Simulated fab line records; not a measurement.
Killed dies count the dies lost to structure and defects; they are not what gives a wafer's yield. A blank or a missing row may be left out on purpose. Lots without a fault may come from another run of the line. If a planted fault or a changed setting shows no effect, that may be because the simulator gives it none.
Chamber matching :: flow sky130 :: SKY_FIELD_ISO_ETCH_17 on rie_si-01: 3 sister chambers
The step etches Si in HBr/Cl2/O2, target depth 342 nm, time 97.7 s. 14 wafers are shown with their chamber, then 5 later ones without.

## WAFERS PAIRED WITH THEIR CHAMBERS
wafer: L345.2
chamber: 0
drypump_motor_current_A (A): 5.39
oes_product_au (a.u.): 1.002
throttle_valve_pct (%): 25.683

wafer: L345.3
chamber: 1
drypump_motor_current_A (A): 5.98
oes_product_au (a.u.): 1.015
throttle_valve_pct (%): 25.652

wafer: L345.6
chamber: 2
drypump_motor_current_A (A): 6.01
oes_product_au (a.u.): 1.002
throttle_valve_pct (%): 25.653

wafer: L347.1
chamber: 0
drypump_motor_current_A (A): 5.39
oes_product_au (a.u.): 1.009
throttle_valve_pct (%): 25.660

wafer: L347.2
chamber: 1
drypump_motor_current_A (A): 6.01
oes_product_au (a.u.): 1.011
throttle_valve_pct (%): 25.642

wafer: L347.4
chamber: 1
drypump_motor_current_A (A): 6.00
oes_product_au (a.u.): 1.006
throttle_valve_pct (%): 25.662

wafer: L348.2
chamber: 0
drypump_motor_current_A (A): 5.40
oes_product_au (a.u.): 1.006
throttle_valve_pct (%): 25.654

wafer: L348.3
chamber: 1
drypump_motor_current_A (A): 6.00
oes_product_au (a.u.): 1.007
throttle_valve_pct (%): 25.652

wafer: L348.5
chamber: 2
drypump_motor_current_A (A): 6.01
oes_product_au (a.u.): 1.002
throttle_valve_pct (%): 25.642

wafer: L349.1
chamber: 2
drypump_motor_current_A (A): 6.00
oes_product_au (a.u.): 1.000
throttle_valve_pct (%): 25.656

wafer: L349.5
chamber: 0
drypump_motor_current_A (A): 5.37
oes_product_au (a.u.): 0.997
throttle_valve_pct (%): 25.649

wafer: L349.6
chamber: 2
drypump_motor_current_A (A): 5.99
oes_product_au (a.u.): 0.991
throttle_valve_pct (%): 25.656

wafer: L360.1
chamber: 0
drypump_motor_current_A (A): 5.43
oes_product_au (a.u.): 0.990
throttle_valve_pct (%): 25.667

wafer: L360.2
chamber: 2
drypump_motor_current_A (A): 6.02
oes_product_au (a.u.): 1.014
throttle_valve_pct (%): 25.646

SIGNATURES (means of the wafers above)
reading: drypump_motor_current_A
chamber 0: 5.3960
chamber 1: 5.9975
chamber 2: 6.0060
scatter within a chamber: 0.0163

reading: oes_product_au
chamber 0: 1.00080
chamber 1: 1.00975
chamber 2: 1.00180
scatter within a chamber: 0.00705

reading: throttle_valve_pct
chamber 0: 25.66260
chamber 1: 25.65200
chamber 2: 25.65060
scatter within a chamber: 0.00982
Rule: for a wafer and a chamber, the distance is found by dividing, reading by reading, the gap between the wafer's reading and the chamber's mean by the reading's scatter, squaring, summing and taking the root. If the next closest chamber is less than 2 further off than the closest, the wafer can't be placed; otherwise it belongs to the closest. How the scatter is found: for the shown wafers, subtract from each reading the mean of its chamber, square and add these, divide the total by (wafers less chambers), then take the root.

## WAFERS WHOSE CHAMBER IS MISSING
wafer: L363.5
drypump_motor_current_A (A): 6.00
oes_product_au (a.u.): 1.001
throttle_valve_pct (%): 25.639

wafer: L363.6
drypump_motor_current_A (A): 5.98
oes_product_au (a.u.): 1.000
throttle_valve_pct (%): 25.649

wafer: L365.3
drypump_motor_current_A (A): 6.01
oes_product_au (a.u.): 1.018
throttle_valve_pct (%): 25.666

wafer: L365.5
drypump_motor_current_A (A): 5.99
oes_product_au (a.u.): 1.003
throttle_valve_pct (%): 25.657

wafer: L365.6
drypump_motor_current_A (A): 5.99
oes_product_au (a.u.): 1.014
throttle_valve_pct (%): 25.644

## WHICH CHAMBER EACH WENT THROUGH
wafer: L363.5
from the rows above: can't be placed: 2 or 1
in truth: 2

wafer: L363.6
from the rows above: can't be placed: 2 or 1
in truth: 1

wafer: L365.3
from the rows above: can't be placed: 1 or 2
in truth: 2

wafer: L365.5
from the rows above: can't be placed: 1 or 2
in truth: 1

wafer: L365.6
from the rows above: can't be placed: 1 or 2
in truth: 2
Correct placement for 0 of the 5. Unplaceable from these rows: 5, with the true chamber sitting among the candidates in 5. Wrongly placed: 0.
